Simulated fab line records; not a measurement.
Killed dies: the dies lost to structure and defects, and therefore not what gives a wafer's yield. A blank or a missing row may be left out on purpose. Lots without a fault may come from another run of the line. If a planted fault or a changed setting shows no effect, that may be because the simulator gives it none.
Which of the tools did it?	flow gf180mcu	18 wafers sampled from 6 lots at 1 step of a route of 602

WHAT THE GAUGES READ, wafer by wafer
GF_V2_THK_MEAS_03.
lot	measured	on	V2_CVD_02_THK (nm)
L722	day 19 21:31	filmMetro-03	842 817 852
L725	day 21 02:37	filmMetro-03	854 865 855
L728	day 22 11:58	filmMetro-03	853 844 840
L732	day 23 15:28	filmMetro-03	834 844 850
L735	day 24 16:20	filmMetro-04	860 849 866
L742	day 26 15:12	filmMetro-04	860 852 852

EACH LOT AND THE TOOL THAT RAN IT (in order: tool; ch and the chambers of the sampled wafers; start)
The record shows no process step preceding these readings.

THE ANSWER, worked out from the rows above alone
Rule: what is usual is taken from the lots themselves. Put in order of their means at a reading, lots are off if they are a third of the lots or fewer, leave a main group of 4 or more, and stand apart from it by a gap of 3 or more times the standard deviation of the main group's means; of several such gaps the widest counts. Not used: any main group whose means are identical at the precision the tables above print for the reading. Also off: a lot with no number at a reading for which 4 or more lots have one. The other lots that the step has rows for count as sound.
No lot is off on any of the readings shown, so nothing can be concluded from this.

WHAT THE SIMULATOR HAD PUT IN
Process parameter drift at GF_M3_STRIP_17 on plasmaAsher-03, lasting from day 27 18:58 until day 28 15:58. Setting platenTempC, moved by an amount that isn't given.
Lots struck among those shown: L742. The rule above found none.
